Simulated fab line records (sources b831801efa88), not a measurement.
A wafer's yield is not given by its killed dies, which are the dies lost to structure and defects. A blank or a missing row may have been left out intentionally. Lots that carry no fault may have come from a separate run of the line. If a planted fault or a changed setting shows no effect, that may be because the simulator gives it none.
fab line records	flow sky130	part 1 of 2: steps 1 to 39 of 44
record lots=6	wafers=18	last_day=50
route steps=708 shown LDD_LDN@292 SPACER@304 POLY_CUT@307 SD_P@320 RES_XHIGH@332 SALICIDE@361 PAD_OPEN@708
lots that met no fault: taken from a fault-free run of the same line
start_h: hours from the record's opening day to when the first of the lot's shown wafers began	wait_h: how many hours have passed since the lot's step before this one	" same as the row above	L1.1+2: a single row standing in for several wafers	- value missing, or start not given	* or withheld: withheld	< > ~ a bound
route shown NAME@n: a module of which the file shows steps, and the number in the route of the first	usual: the fault-free wafers' mean and standard deviation	same: alike in all rows	chamber/n: place in a boat	sites: the reading at each site	_std_site: the values' standard deviation	_edge_site: inner sites' mean taken away from outer sites' mean	radius_mm: how far each site lies from the wafer's centre	mask NAME#n: copy n	behind: the tool/chamber that last shaped the wafer	hold: the reason the lot was held/the length of the hold in hours/how it ended	device: the n, p or np transistor that did not switch	end of line: tests run on the same wafers once the route is complete	for a step that has no rows: nothing shown but its recipe	killed: at the first sort, the dies lost to defects and structure; wafer yield is something else	map: a wafer's dies, marking killed ones x, the rest . and places with no die _
set.NAME: the setting as run; set.NAME@STEP: as run at that earlier step	model.NAME: the simulator's own value behind a step, which no gauge read
lots seen at some steps along the route; tables by step, rows by wafer
services: the hour from which a tool's chamber was out of use, counted from the record's first day as start_h (under 0 if before that day), plus the number of hours and why
## steps
# step SKY_LDD_LDN_SOFTBAKE_03
# recipe temp_c=90	time_s=60	resist=NOVOLAK
# step SKY_LDD_LDN_EXPOSE_04
# recipe mask_id=LDNTM	na=0.6	source_shape=conventional	sigma_outer=0.6	polarization=unpolarized	target_cd_nm=700	dose_mj=140
# step SKY_LDD_LDN_PEB_05
# recipe temp_c=withheld	time_s=*	resist=NOVOLAK
# step SKY_LDD_LDN_DEVELOP_06
# recipe resist=NOVOLAK	developer=TMAH	develop_time_s=60	dev_temp_c=23
# step SKY_LDD_LDN_OVL_MEAS_07
# usual LDD_LDN_OVL=0.2/1.3
lot.wafer	tool	chamber	start_h	wait_h	LDD_LDN_OVL[nm]
L592.2	overlay-01	-	532.54	0.1	-2.5
L592.3	"	-	"	"	0.4
L592.4	"	-	"	"	-0.3
L599.1	overlay-02	-	590.98	0.1	-0.1
L599.2	"	-	"	"	0.7
L599.4	"	-	"	"	1.4
L598.2	overlay-01	-	594.49	0.1	-0.2
L598.3	"	-	"	"	-0.4
L598.6	"	-	"	"	0.9
L600.1	overlay-02	-	612.09	0.1	0.0
L600.2	"	-	"	"	-0.2
L600.5	"	-	"	"	0.6
L612.1	overlay-02	-	700.89	0.1	-1.1
L612.5	"	-	"	"	-0.5
L612.6	"	-	"	"	-1.5
L613.1	overlay-02	-	704.29	0.1	0.8
L613.2	"	-	"	"	-1.8
L613.6	"	-	"	"	-1.7
# step SKY_LDD_LDN_IMPLANT_08
# recipe species=As	energy_kev=15	dose_cm2=1.25e+13	tilt_deg=withheld	rotation_deg=23
# step SKY_LDD_LDN_IMPLANT_09
# recipe species=As	energy_kev=15	dose_cm2=1.25e+13	tilt_deg=withheld	rotation_deg=113
# step SKY_LDD_LDN_IMPLANT_10
# recipe species=As	energy_kev=15	dose_cm2=1.25e+13	tilt_deg=withheld	rotation_deg=203
# step SKY_LDD_LDN_IMPLANT_11
# recipe species=As	energy_kev=15	dose_cm2=1.25e+13	tilt_deg=withheld	rotation_deg=293
# step SKY_LDD_LDN_STRIP_12
# recipe chemistry=O2/N2	power_w=1400	pressure_mtorr=1500	platen_temp_c=withheld	o2_flow_sccm=3000	n2_flow_sccm=300	overash_fraction=0.5
# usual drypump_motor_current_A=6.0/0.4	oes_product_au=0.715/0.0046	strip_time_to_endpoint_s=14.18/0.038
lot.wafer	tool	chamber	start_h	wait_h	drypump_motor_current_A	oes_product_au	rf_hours_counter_h	strip_time_to_endpoint_s
L592.2	plasma_asher-02	0	533.32	0.1	6.3	0.705	85	14.23
L592.3	"	1	"	"	6.5	0.709	-	14.22
L592.4	"	0	"	"	6.3	0.709	-	14.25
L599.1	plasma_asher-01	0	591.62	0.1	5.7	0.713	44	14.22
L599.2	"	1	"	"	6.1	0.716	44	14.22
L599.4	"	0	"	"	5.8	0.705	-	14.25
L598.2	plasma_asher-03	0	595.12	0.1	5.2	0.712	14	14.19
L598.3	"	1	"	"	5.7	0.712	-	14.16
L598.6	"	1	"	"	5.7	0.721	-	14.18
L600.1	plasma_asher-01	0	612.72	0.1	5.7	0.717	46	14.17
L600.2	"	1	"	"	6.1	0.709	46	14.15
L600.5	"	0	"	"	5.7	0.721	-	14.11
L612.1	plasma_asher-01	0	701.52	0.1	5.7	0.724	55	14.18
L612.5	"	0	"	"	5.7	0.708	-	14.18
L612.6	"	1	"	"	6.1	0.721	-	14.17
L613.1	plasma_asher-03	0	704.92	0.1	5.2	0.719	25	14.15
L613.2	"	1	"	"	5.7	0.725	25	14.17
L613.6	"	0	"	"	5.2	0.720	-	14.15
# step SKY_LDD_LDN_TW_MEAS_13
# usual LDD_LDN_TW=1480/13
lot.wafer	tool	chamber	start_h	wait_h	LDD_LDN_TW
L592.2	film_metro-03	-	533.43	0.1	1476
L592.3	"	-	"	"	1479
L592.4	"	-	"	"	1475
L599.1	film_metro-02	-	591.72	0.1	1499
L599.2	"	-	"	"	1489
L599.4	"	-	"	"	1489
L598.2	film_metro-02	-	595.23	0.1	1489
L598.3	"	-	"	"	1488
L598.6	"	-	"	"	1491
L600.1	film_metro-01	-	612.82	0.1	1469
L600.2	"	-	"	"	1464
L600.5	"	-	"	"	1457
L612.1	film_metro-01	-	701.62	0.1	1472
L612.5	"	-	"	"	1475
L612.6	"	-	"	"	1461
L613.1	film_metro-03	-	705.02	0.1	1480
L613.2	"	-	"	"	1479
L613.6	"	-	"	"	1486
# step SKY_LDD_LDN_CLEAN_14
# recipe chemistry=SC1/SC2	mix=1:4:20	temp_c=70	time_s=150	dry=n2_spin
# step SKY_SPACER_CVD_00
# recipe material=Si3N4	precursor=DCS/NH3	target_thk_nm=43.1	temp_c=770	time_s=740	pressure_mtorr=250
# usual spike_tc_centre_C=771.2/1.1	spike_tc_lower_C=770.6/1	spike_tc_top_C=787.6/2.3	spike_tc_upper_C=769.6/1.1	susceptor_temp_C=770.0/0.34	zone_power_upper_pct=12.8/0.3
lot.wafer	tool	chamber	start_h	wait_h	spike_tc_centre_C	spike_tc_lower_C	spike_tc_top_C	spike_tc_upper_C	susceptor_temp_C	zone_power_upper_pct	model.Si3N4_of_SPACER_CVD_00.thk_nm
L592.2	lpcvd-02	0	533.68	0.2	771.0	771.5	785.0	771.2	769.9	12.3	42.99
L592.3	"	0	"	"	772.5	770.0	787.4	769.5	770.3	12.4	42.91
L592.4	"	0	"	"	771.8	770.8	787.3	769.2	770.1	12.3	42.99
L599.1	lpcvd-02	1	592.19	0.4	769.0	771.2	790.9	768.4	769.8	13.2	43.33
L599.2	"	1	"	"	771.3	771.8	791.4	770.7	769.6	13.0	43.63
L599.4	"	1	"	"	771.0	772.1	788.9	770.3	769.9	13.0	43.04
L598.2	lpcvd-02	0	595.33	0.0	773.4	771.0	785.6	770.6	769.9	12.5	43.49
L598.3	"	0	"	"	772.0	769.4	785.0	770.2	770.1	12.4	43.98
L598.6	"	0	"	"	772.0	769.8	785.7	770.2	770.4	12.6	43.34
L600.1	lpcvd-02	1	612.93	0.0	770.6	769.9	790.0	768.0	770.3	13.2	43.13
L600.2	"	1	"	"	769.8	770.2	790.0	768.7	770.5	13.1	43.38
L600.5	"	1	"	"	770.6	770.4	789.8	769.4	770.3	13.0	43.54
L612.1	lpcvd-02	1	702.79	1.1	781.9	779.6	799.9	778.4	779.6	13.3	52.18
L612.5	"	1	"	"	781.6	779.7	797.9	779.1	779.8	13.5	52.38
L612.6	"	1	"	"	782.2	780.8	799.0	780.7	779.9	13.3	51.88
L613.1	lpcvd-02	1	705.13	0.0	779.5	781.4	799.2	780.0	780.1	13.5	53.17
L613.2	"	1	"	"	782.4	781.0	799.4	779.3	779.7	13.2	53.03
L613.6	"	1	"	"	781.3	780.4	798.7	778.0	780.6	13.2	52.9
# step SKY_SPACER_THK_MEAS_01
# recipe reads=Si3N4_of_SPACER_CVD_00
# usual SPACER_CVD_00_THK=43.2/0.52
lot.wafer	tool	chamber	start_h	wait_h	SPACER_CVD_00_THK[nm]
L592.2	film_metro-01	-	534.90	0.0	43.0
L592.3	"	-	"	"	42.9
L592.4	"	-	"	"	43.0
L599.1	film_metro-02	-	593.39	0.0	43.4
L599.2	"	-	"	"	43.6
L599.4	"	-	"	"	43.1
L598.2	film_metro-02	-	596.55	0.0	43.5
L598.3	"	-	"	"	44.0
L598.6	"	-	"	"	43.3
L600.1	film_metro-02	-	614.14	0.0	43.1
L600.2	"	-	"	"	43.4
L600.5	"	-	"	"	43.5
L612.1	film_metro-01	-	704.00	0.0	52.2
L612.5	"	-	"	"	52.4
L612.6	"	-	"	"	51.9
L613.1	film_metro-02	-	706.34	0.0	53.2
L613.2	"	-	"	"	53.0
L613.6	"	-	"	"	52.8
# step SKY_SPACER_ETCHBACK_02
# recipe chemistry=CH3F/O2	target=Si3N4	stop_on=SiO2	source_w=400	bias_w=80	pressure_mtorr=25	ch3f_flow_sccm=40	O2_flow_sccm=30	time_s=46.7	target_depth_a=450
# usual drypump_motor_current_A=5.8/0.52	oes_product_au=0.857/0.0076	rf_fwd_power_W=396.3/1.5	throttle_valve_pct=10.563/0.0093
lot.wafer	tool	chamber	start_h	wait_h	drypump_motor_current_A	oes_product_au	rf_fwd_power_W	rf_hours_counter_h	throttle_valve_pct	model.etch.depth_nm
L592.2	rie_diel-03	3	534.95	0.0	6.6	0.854	396.9	49	10.557	42.99
L592.3	"	1	"	"	5.6	0.848	398.7	55	10.565	42.91
L592.4	"	2	"	"	5.5	0.855	396.4	12	10.551	42.99
L599.1	rie_diel-02	1	593.45	0.1	6.1	0.861	395.6	30	10.564	43.33
L599.2	"	3	"	"	4.9	0.858	395.6	2	10.567	43.63
L599.4	"	2	"	"	6.3	0.851	396.8	67	10.546	43.04
L598.2	rie_diel-01	1	596.60	0.0	5.6	0.861	394.8	17	10.567	43.49
L598.3	"	3	"	"	5.3	0.866	393.2	0	10.564	43.98
L598.6	"	0	"	"	5.4	0.866	397.0	-	10.550	43.34
L600.1	rie_diel-01	1	614.20	0.1	5.6	0.853	396.1	18	10.562	43.13
L600.2	"	3	"	"	5.3	0.850	394.3	0	10.567	43.38
L600.5	"	2	"	"	5.9	0.863	398.3	-	10.562	43.54
L612.1	rie_diel-03	0	704.06	0.1	6.5	0.954	398.1	9	10.560	52.18
L612.5	"	2	"	"	5.5	0.965	397.8	-	10.558	52.38
L612.6	"	1	"	"	5.5	0.953	397.7	-	10.577	51.88
L613.1	rie_diel-01	3	706.40	0.1	5.2	0.968	396.0	2	10.571	53.17
L613.2	"	1	"	"	5.6	0.963	394.3	20	10.562	53.03
L613.6	"	2	"	"	5.9	0.960	396.9	-	10.587	52.9
# step SKY_POLY_CUT_DEHYDRATE_00
# recipe temp_c=200	time_s=60
# step SKY_POLY_CUT_HMDS_01
# recipe prime_time_s=60	prime_temp_c=120
# step SKY_POLY_CUT_COAT_02
# recipe resist=BARC	temp_c=withheld	time_s=withheld	spin_rpm=3000	resist_thk_nm=60
# step SKY_POLY_CUT_COAT_03
# recipe resist=KrF-thick	spin_rpm=3000	resist_thk_nm=450
# step SKY_POLY_CUT_SOFTBAKE_04
# recipe temp_c=100	time_s=90	resist=KrF-thick
# step SKY_POLY_CUT_EXPOSE_05
# recipe mask_id=NPCM	na=0.8	source_shape=annular	sigma_inner=0.55	sigma_outer=0.85	target_cd_nm=270	dose_mj=32
# step SKY_POLY_CUT_PEB_06
# recipe peb_temp_c=withheld	peb_time_s=withheld	resist=KrF-thick
# step SKY_POLY_CUT_DEVELOP_07
# recipe develop_time_s=60	resist=KrF-thick	dev_temp_c=21
# step SKY_POLY_CUT_CD_MEAS_08
# recipe target_cd_nm=270
# usual cd_nm=269.7/1.5
lot.wafer	tool	chamber	start_h	wait_h	cd_nm
L592.2	cd_sem-02	-	564.80	-	269.8
L592.3	"	-	"	"	269.9
L592.4	"	-	"	"	269.6
L599.1	cd_sem-01	-	622.77	-	269.6
L599.2	"	-	"	"	270.7
L599.4	"	-	"	"	270.2
L598.2	cd_sem-01	-	625.35	-	271.4
L598.3	"	-	"	"	270.9
L598.6	"	-	"	"	270.7
L600.1	cd_sem-01	-	642.42	-	269.7
L600.2	"	-	"	"	270.8
L600.5	"	-	"	"	271.0
L612.1	cd_sem-01	-	732.23	-	269.0
L612.5	"	-	"	"	270.7
L612.6	"	-	"	"	270.7
L613.1	cd_sem-01	-	734.12	-	270.1
L613.2	"	-	"	"	269.3
L613.6	"	-	"	"	268.1
# step SKY_POLY_CUT_OVL_MEAS_09
# usual POLY_CUT_OVL=0/4.4
lot.wafer	tool	chamber	start_h	wait_h	POLY_CUT_OVL[nm]
L592.2	overlay-02	-	564.91	0.1	0
L592.3	"	-	"	"	-3
L592.4	"	-	"	"	-5
L599.1	overlay-01	-	622.89	0.1	6
L599.2	"	-	"	"	-2
L599.4	"	-	"	"	0
L598.2	overlay-02	-	625.46	0.1	6
L598.3	"	-	"	"	-1
L598.6	"	-	"	"	1
L600.1	overlay-01	-	642.54	0.1	-2
L600.2	"	-	"	"	-2
L600.5	"	-	"	"	0
L612.1	overlay-02	-	732.35	0.1	5
L612.5	"	-	"	"	-1
L612.6	"	-	"	"	-2
L613.1	overlay-02	-	734.24	0.1	-3
L613.2	"	-	"	"	-4
L613.6	"	-	"	"	-6
# step SKY_POLY_CUT_ETCH_10
# recipe chemistry=N2/H2	target=BARC	ion_energy_ev=200	source_w=500	bias_w=100	pressure_mtorr=30	n2_flow_sccm=100	h2_flow_sccm=200	stop_on=SiO2	time_s=45.9	target_depth_a=600
# usual drypump_motor_current_A=5.8/0.44	oes_product_au=0.854/0.0049	rf_fwd_power_W=494.8/2.1	throttle_valve_pct=13.225/0.0091
lot.wafer	tool	chamber	start_h	wait_h	drypump_motor_current_A	oes_product_au	rf_fwd_power_W	rf_hours_counter_h	throttle_valve_pct
L592.2	rie_diel-01	1	564.94	0.0	5.6	0.853	496.5	16	13.230
L592.3	"	2	"	"	5.9	0.853	494.4	11	13.229
L592.4	"	1	"	"	5.6	0.856	496.5	-	13.217
L599.1	rie_diel-01	2	622.92	0.0	5.9	0.863	494.7	13	13.230
L599.2	"	1	"	"	5.7	0.857	494.7	18	13.214
L599.4	"	3	"	"	5.2	0.856	498.8	1	13.218
L598.2	rie_diel-04	1	625.49	0.0	6.3	0.853	495.5	6	13.226
L598.3	"	3	"	"	6.1	0.851	491.0	4	13.218
L598.6	"	0	"	"	5.0	0.861	496.3	-	13.222
L600.1	rie_diel-01	2	642.57	0.0	5.8	0.854	492.7	13	13.226
L600.2	"	1	"	"	5.7	0.851	492.6	18	13.209
L600.5	"	1	"	"	5.6	0.851	494.9	-	13.236
L612.1	rie_diel-01	2	732.39	0.0	5.9	0.855	492.1	15	13.220
L612.5	"	0	"	"	5.4	0.851	497.3	-	13.201
L612.6	"	3	"	"	5.3	0.855	495.6	-	13.240
L613.1	rie_diel-03	1	734.27	0.0	5.6	0.857	500.0	1	13.216
L613.2	"	2	"	"	5.5	0.853	497.2	15	13.224
L613.6	"	3	"	"	6.6	0.846	499.2	-	13.237
# step SKY_POLY_CUT_ETCH_11
# recipe target=Si3N4	chemistry=CF4/CH2F2/Ar	stop_on=poly-Si	source_w=600	bias_w=150	pressure_mtorr=40	cf4_flow_sccm=40	ch2f2_flow_sccm=20	Ar_flow_sccm=150	time_s=42.5	target_depth_a=600
# usual drypump_motor_current_A=5.8/0.44	oes_product_au=0.833/0.0069	rf_fwd_power_W=593.5/2.3	throttle_valve_pct=14.995/0.0084
lot.wafer	tool	chamber	start_h	wait_h	drypump_motor_current_A	oes_product_au	rf_fwd_power_W	rf_hours_counter_h	throttle_valve_pct
L592.2	rie_diel-01	1	564.98	0.0	5.7	0.828	594.6	16	15.003
L592.3	"	2	"	"	5.8	0.840	588.1	11	15.013
L592.4	"	1	"	"	5.6	0.835	594.3	-	14.990
L599.1	rie_diel-01	2	622.96	0.0	5.9	0.830	589.6	13	14.990
L599.2	"	1	"	"	5.6	0.836	593.1	18	14.994
L599.4	"	3	"	"	5.2	0.831	593.1	1	14.986
L598.2	rie_diel-04	1	625.53	0.0	6.3	0.831	594.7	6	14.995
L598.3	"	3	"	"	6.1	0.826	593.7	4	15.002
L598.6	"	0	"	"	5.0	0.838	595.7	-	14.988
L600.1	rie_diel-01	2	642.61	0.0	5.9	0.840	593.1	13	14.997
L600.2	"	1	"	"	5.6	0.826	593.5	18	14.980
L600.5	"	1	"	"	5.6	0.838	590.5	-	14.994
L612.1	rie_diel-01	2	732.43	0.0	5.9	0.834	591.8	15	14.986
L612.5	"	0	"	"	5.4	0.837	596.4	-	14.983
L612.6	"	3	"	"	5.2	0.839	592.7	-	14.988
L613.1	rie_diel-03	1	734.31	0.0	5.6	0.837	594.0	1	14.989
L613.2	"	2	"	"	5.6	0.835	592.1	15	15.002
L613.6	"	3	"	"	6.6	0.828	598.8	-	14.987
# step SKY_POLY_CUT_STRIP_12
# recipe chemistry=O2/N2	power_w=1400	pressure_mtorr=1500	platen_temp_c=withheld	o2_flow_sccm=3000	n2_flow_sccm=300	overash_fraction=0.5
# usual drypump_motor_current_A=5.6/0.42	oes_product_au=0.452/0.0048	strip_time_to_endpoint_s=5.353/0.018
lot.wafer	tool	chamber	start_h	wait_h	drypump_motor_current_A	oes_product_au	rf_hours_counter_h	strip_time_to_endpoint_s
L592.2	plasma_asher-03	0	565.02	0.0	5.2	0.458	12	5.346
L592.3	"	1	"	"	5.7	0.442	-	5.350
L592.4	"	0	"	"	5.2	0.445	-	5.359
L599.1	plasma_asher-04	0	623.00	0.0	5.2	0.447	82	5.381
L599.2	"	1	"	"	5.7	0.451	82	5.352
L599.4	"	1	"	"	5.7	0.456	-	5.362
L598.2	plasma_asher-04	1	625.57	0.0	5.7	0.448	83	5.401
L598.3	"	0	"	"	5.2	0.451	-	5.390
L598.6	"	0	"	"	5.2	0.450	-	5.374
L600.1	plasma_asher-03	1	642.65	0.0	5.7	0.460	19	5.354
L600.2	"	0	"	"	5.2	0.451	19	5.351
L600.5	"	0	"	"	5.2	0.461	-	5.363
L612.1	plasma_asher-03	1	732.47	0.0	5.7	0.443	28	5.385
L612.5	"	1	"	"	5.7	0.451	-	5.359
L612.6	"	0	"	"	5.1	0.451	-	5.354
L613.1	plasma_asher-03	1	734.36	0.0	5.7	0.458	28	5.334
L613.2	"	0	"	"	5.2	0.453	28	5.352
L613.6	"	0	"	"	5.2	0.449	-	5.353
# step SKY_SD_P_DEHYDRATE_00
# recipe temp_c=200	time_s=60
# step SKY_SD_P_HMDS_01
# recipe prime_time_s=60	prime_temp_c=120
# step SKY_SD_P_COAT_02
# recipe resist=NOVOLAK	spin_rpm=3000	resist_thk_nm=1140
# step SKY_SD_P_SOFTBAKE_03
# recipe temp_c=90	time_s=60	resist=NOVOLAK
# step SKY_SD_P_EXPOSE_04
# recipe mask_id=PSDM	na=0.6	source_shape=conventional	sigma_outer=0.6	polarization=unpolarized	target_cd_nm=380	dose_mj=138
# step SKY_SD_P_PEB_05
# recipe temp_c=withheld	time_s=*	resist=NOVOLAK
# step SKY_SD_P_DEVELOP_06
# recipe resist=NOVOLAK	developer=TMAH	develop_time_s=58.29	dev_temp_c=23
# step SKY_SD_P_CD_MEAS_07
# recipe target_cd_nm=380
# usual cd_nm=380.2/2.5
lot.wafer	tool	chamber	start_h	wait_h	cd_nm
L592.2	cd_sem-02	-	594.85	0.1	376.5
L592.3	"	-	"	"	378.7
L592.4	"	-	"	"	379.4
L599.1	cd_sem-01	-	651.45	0.2	375.4
L599.2	"	-	"	"	374.7
L599.4	"	-	"	"	376.5
L598.2	cd_sem-02	-	653.94	0.1	381.5
L598.3	"	-	"	"	382.5
L598.6	"	-	"	"	383.1
L600.1	cd_sem-02	-	671.18	0.1	380.8
L600.2	"	-	"	"	380.0
L600.5	"	-	"	"	377.0
L612.1	cd_sem-01	-	759.94	0.1	381.2
L612.5	"	-	"	"	380.0
L612.6	"	-	"	"	380.2
L613.1	cd_sem-02	-	761.94	0.1	378.1
L613.2	"	-	"	"	379.7
L613.6	"	-	"	"	376.3
# step SKY_SD_P_OVL_MEAS_08
# usual SD_P_OVL=-0.2/1.4
lot.wafer	tool	chamber	start_h	wait_h	SD_P_OVL[nm]
L592.2	overlay-02	-	594.96	0.1	1.0
L592.3	"	-	"	"	1.2
L592.4	"	-	"	"	-1.3
L599.1	overlay-01	-	651.57	0.1	0.8
L599.2	"	-	"	"	1.4
L599.4	"	-	"	"	0.8
L598.2	overlay-01	-	654.04	0.1	0.5
L598.3	"	-	"	"	0.2
L598.6	"	-	"	"	0.0
L600.1	overlay-02	-	671.30	0.1	2.4
L600.2	"	-	"	"	2.4
L600.5	"	-	"	"	0.7
L612.1	overlay-01	-	760.06	0.1	-0.3
L612.5	"	-	"	"	2.1
L612.6	"	-	"	"	0.1
L613.1	overlay-02	-	762.06	0.1	-1.5
L613.2	"	-	"	"	-2.4
L613.6	"	-	"	"	-1.3
# step SKY_SD_P_IMPLANT_09
# recipe species=BF2	energy_kev=20	dose_cm2=3e+15	tilt_deg=0
# step SKY_SD_P_STRIP_10
# recipe chemistry=O2/N2	power_w=1400	pressure_mtorr=1500	platen_temp_c=withheld	o2_flow_sccm=3000	n2_flow_sccm=300	overash_fraction=0.5
# usual drypump_motor_current_A=5.8/0.4	oes_product_au=0.618/0.0044	strip_time_to_endpoint_s=17.49/0.042
lot.wafer	tool	chamber	start_h	wait_h	drypump_motor_current_A	oes_product_au	rf_hours_counter_h	strip_time_to_endpoint_s
L592.2	plasma_asher-04	1	595.14	0.1	5.7	0.622	80	17.46
L592.3	"	1	"	"	5.7	0.619	-	17.47
L592.4	"	0	"	"	5.2	0.616	-	17.45
L599.1	plasma_asher-01	1	651.76	0.1	6.1	0.624	50	17.43
L599.2	"	0	"	"	5.7	0.617	50	17.47
L599.4	"	1	"	"	6.1	0.613	-	17.42
L598.2	plasma_asher-02	1	654.22	0.1	6.5	0.619	97	17.51
L598.3	"	1	"	"	6.5	0.619	-	17.45
L598.6	"	0	"	"	6.2	0.618	-	17.55
L600.1	plasma_asher-04	0	671.49	0.1	5.2	0.617	87	17.54
L600.2	"	1	"	"	5.7	0.616	87	17.49
L600.5	"	0	"	"	5.2	0.618	-	17.50
L612.1	plasma_asher-02	1	760.24	0.1	6.5	0.621	2	17.49
L612.5	"	1	"	"	6.5	0.615	-	17.49
L612.6	"	0	"	"	6.3	0.610	-	17.49
L613.1	plasma_asher-04	0	762.24	0.1	5.2	0.615	96	17.49
L613.2	"	1	"	"	5.7	0.620	96	17.56
L613.6	"	0	"	"	5.2	0.624	-	17.50
## key
first_sign step=SKY_SPACER_CVD_00	reading=susceptor_temp_C	direction=up	sigmas=30	usual=*	struck=*
effect step=SKY_SPACER_CVD_00	reading=spike_tc_lower_C	direction=up	sigmas=9.6	usual=770.6	struck=780.5
effect step=SKY_SPACER_THK_MEAS_01	reading=SPACER_CVD_00_THK	direction=up	sigmas=18	usual=43.2	struck=52.6
effect step=SKY_SPACER_ETCHBACK_02	reading=oes_product_au	direction=up	sigmas=14	usual=0.857	struck=0.960
model_effect step=SKY_SPACER_CVD_00	value=Si3N4_of_SPACER_CVD_00.thk_nm	without=43.49	struck=52.59
model_effect step=SKY_SPACER_ETCHBACK_02	value=etch.depth_nm	without=43.49	struck=52.59
model_effect step=SKY_SALICIDE_CLEAN_00	value=Si3N4_of_SPACER_CVD_00.thk_nm	without=42.51	struck=51.61
model_effect step=SKY_PAD_OPEN_PROBE_99	value=etest.pfet_01v8.r_on_ohm_um	without=2916	struck=3189
met_at SKY_SPACER_CVD_00
struck_wafers L612.1,L612.5,L612.6,L613.1,L613.2,L613.6
sort_left_out L612.1,L612.5,L612.6,L613.1,L613.2,L613.6
tester_left_out L612,L613
onset_between 612.93 702.79
fault kind=process_parameter_drift	tool=lpcvd-02	chamber=-	onset_h=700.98	steps=SKY_SPACER_CVD_00	channel=temp_c	offset=*	shape=step	end_h=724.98	acts_in=*	stated=*
# tester_left_out: of these lots the tester's yield and bins aren't shown, on N5 and GAA mostly nor the transistor test; their killed dies are dies lost to structure and defects alone, not to doping, threshold or leakage, so they don't give the yield
# sort_left_out: the simulated sort isn't trusted on such a fault, so these wafers' sort isn't shown, and their yield isn't known
